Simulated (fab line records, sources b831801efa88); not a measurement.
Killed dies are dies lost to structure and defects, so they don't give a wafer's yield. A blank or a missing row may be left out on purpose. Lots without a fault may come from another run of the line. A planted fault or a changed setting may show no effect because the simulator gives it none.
Which tool did it? | flow gf180mcu | 14 lots, 42 wafers sampled, at 4 steps of a route of 602

WHAT THE GAUGES READ, wafer by wafer
GF_M2_CD_MEAS_14: target cd 280 nm. Usual: cd_nm 280.0 nm, standard deviation 1.1.
lot  | measured     | on        | cd_nm (nm)        | flag
L802 | day 20 01:08 | cd_sem-02 | 279.8 279.4 279.7 |
L803 | day 20 08:18 | cd_sem-02 | 279.8 279.9 279.4 |
L804 | day 20 19:28 | cd_sem-01 | 281.2 280.6 280.9 |
L806 | day 21 00:41 | cd_sem-02 | 282.0 281.1 280.3 |
L808 | day 21 12:17 | cd_sem-01 | 279.1 278.6 277.9 |
L807 | day 21 17:34 | cd_sem-01 | 279.9 279.8 280.0 |
L810 | day 22 07:11 | cd_sem-02 | 279.7 280.0 278.8 |
L809 | day 22 15:56 | cd_sem-01 | 280.1 279.7 279.8 |
L815 | day 24 00:16 | cd_sem-01 | 163.0 241.7 277.2 | OFF
L816 | day 24 01:44 | cd_sem-02 | 236.5 244.5 233.2 | OFF
L822 | day 26 03:39 | cd_sem-02 | 279.7 279.6 279.1 |
L823 | day 26 06:21 | cd_sem-02 | 281.7 280.4 280.5 |
L824 | day 26 14:03 | cd_sem-02 | 278.5 278.2 278.9 |
L825 | day 26 19:24 | cd_sem-02 | 280.6 280.3 280.4 |

WHICH TOOL RAN EACH LOT (tool, then ch and the chambers of the sampled wafers, then the start)
lot  | GF_V1_CVD_23                  | GF_M2_SPUTTER_03             | GF_M2_EXPOSE_11
L802 | cvd_w-01 ch 0,1, day 19 00:04 | pvd_sputter-01, day 19 00:49 | krf_scanner-01 ch 0, day 19 13:13
L803 | cvd_w-01 ch 0, day 19 07:34   | pvd_sputter-01, day 19 08:19 | krf_scanner-01 ch 0, day 19 20:28
L804 | cvd_w-02 ch 0,1, day 19 17:50 | pvd_sputter-02, day 19 18:34 | krf_scanner-02 ch 0, day 20 07:04
L806 | cvd_w-02 ch 0,1, day 19 23:36 | pvd_sputter-01, day 20 00:22 | krf_scanner-01 ch 0, day 20 12:44
L808 | cvd_w-02 ch 0,1, day 20 11:11 | pvd_sputter-04, day 20 11:56 | krf_scanner-02 ch 0, day 20 23:52
L807 | cvd_w-02 ch 0,1, day 20 16:35 | pvd_sputter-01, day 20 17:21 | krf_scanner-01 ch 0, day 21 06:02
L810 | cvd_w-02 ch 0,1, day 21 07:09 | pvd_sputter-01, day 21 07:55 | krf_scanner-01 ch 0, day 21 20:02
L809 | cvd_w-02 ch 0,1, day 21 16:19 | pvd_sputter-02, day 21 17:04 | krf_scanner-01 ch 0, day 22 05:02
L815 | cvd_w-02 ch 0,1, day 23 01:12 | pvd_sputter-04, day 23 01:58 | krf_scanner-01 ch 0, day 23 13:50
L816 | cvd_w-01 ch 0,1, day 23 02:40 | pvd_sputter-01, day 23 03:25 | krf_scanner-01 ch 0, day 23 15:17
L822 | cvd_w-01 ch 0,1, day 25 06:07 | pvd_sputter-04, day 25 06:52 | krf_scanner-02 ch 0, day 25 17:41
L823 | cvd_w-01 ch 0,1, day 25 08:16 | pvd_sputter-01, day 25 09:01 | krf_scanner-01 ch 0, day 25 20:02
L824 | cvd_w-02 ch 1, day 25 16:19   | pvd_sputter-04, day 25 17:04 | krf_scanner-01 ch 0, day 26 03:54
L825 | cvd_w-02 ch 0,1, day 25 22:23 | pvd_sputter-01, day 25 23:06 | krf_scanner-01 ch 0, day 26 09:11
- GF_V1_CVD_23: deposits W, target thk 350 nm, time 105.05 s.
- GF_M2_SPUTTER_03: material Ti, target thk 10 nm, time 6.7 s.
- GF_M2_EXPOSE_11: exposes mask Metal2, target cd 280 nm.

WHAT THE TOOLS THEMSELVES READ (means of the sampled wafers that have a number; where no wafer has one, the mark that the record gives instead)
GF_V1_CVD_23. Usual: heater_power_w 809 W, standard deviation 97.
lot  | tool     | heater_power_w (W) | flag
L802 | cvd_w-01 | 759                |
L803 | cvd_w-01 | 681                |
L804 | cvd_w-02 | 819                |
L806 | cvd_w-02 | 785                |
L808 | cvd_w-02 | 771                |
L807 | cvd_w-02 | 820                |
L810 | cvd_w-02 | 829                |
L809 | cvd_w-02 | 835                |
L815 | cvd_w-02 | 845                |
L816 | cvd_w-01 | 854                |
L822 | cvd_w-01 | 784                |
L823 | cvd_w-01 | 763                |
L824 | cvd_w-02 | 904                |
L825 | cvd_w-02 | 841                |

GF_M2_SPUTTER_03. Usual: throttle_valve_pct 29.6 %, standard deviation 1.3.
lot  | tool           | throttle_valve_pct (%) | flag
L802 | pvd_sputter-01 | 28.9                   |
L803 | pvd_sputter-01 | 29.1                   |
L804 | pvd_sputter-02 | 29.2                   |
L806 | pvd_sputter-01 | 28.8                   |
L808 | pvd_sputter-04 | 30.5                   |
L807 | pvd_sputter-01 | 29.2                   |
L810 | pvd_sputter-01 | 28.9                   |
L809 | pvd_sputter-02 | 29.7                   |
L815 | pvd_sputter-04 | 30.5                   |
L816 | pvd_sputter-01 | 29.8                   |
L822 | pvd_sputter-04 | 30.4                   |
L823 | pvd_sputter-01 | 28.6                   |
L824 | pvd_sputter-04 | 31.0                   |
L825 | pvd_sputter-01 | 29.8                   |

GF_M2_EXPOSE_11. Usual: exposure_dose_mJ_cm2 28.04, standard deviation 0.033.
lot  | tool           | exposure_dose_mJ_cm2 | flag
L802 | krf_scanner-01 | 28.06                |
L803 | krf_scanner-01 | 28.06                |
L804 | krf_scanner-02 | 28.03                |
L806 | krf_scanner-01 | 28.07                |
L808 | krf_scanner-02 | 28.02                |
L807 | krf_scanner-01 | 28.08                |
L810 | krf_scanner-01 | 28.02                |
L809 | krf_scanner-01 | 28.04                |
L815 | krf_scanner-01 | 25.20                | OFF
L816 | krf_scanner-01 | 25.21                | OFF
L822 | krf_scanner-02 | 28.01                |
L823 | krf_scanner-01 | 28.05                |
L824 | krf_scanner-01 | 28.05                |
L825 | krf_scanner-01 | 28.05                |

THE ANSWER, worked out from the rows above alone
Rule: a lot is off if the mean of its wafers that have a number lies more than 3 standard deviations from the usual mean. A lot without any number at a reading at which 4 lots or more have one is off too. The other lots that the step has rows for count as sound. The gauges are gone through in route order, then the tools' own readings, and for those a lot's mean is taken as printed above. The first step at which some lot is off is used, and at that step the reading that is off furthest; a lot without a number counts as furthest.
Off: L815, L816, at GF_M2_CD_MEAS_14 (cd_nm).
A tool fits if, at a process step before that reading, it ran every lot that is off, and no sound lot after the first of them. The gauges at GF_M2_CD_MEAS_14 aren't tried: what is off there is off at GF_M2_EXPOSE_11 too, on other tools, and a gauge's error can't cause that. None of those tried fits.

WHAT THE SIMULATOR HAD PUT IN
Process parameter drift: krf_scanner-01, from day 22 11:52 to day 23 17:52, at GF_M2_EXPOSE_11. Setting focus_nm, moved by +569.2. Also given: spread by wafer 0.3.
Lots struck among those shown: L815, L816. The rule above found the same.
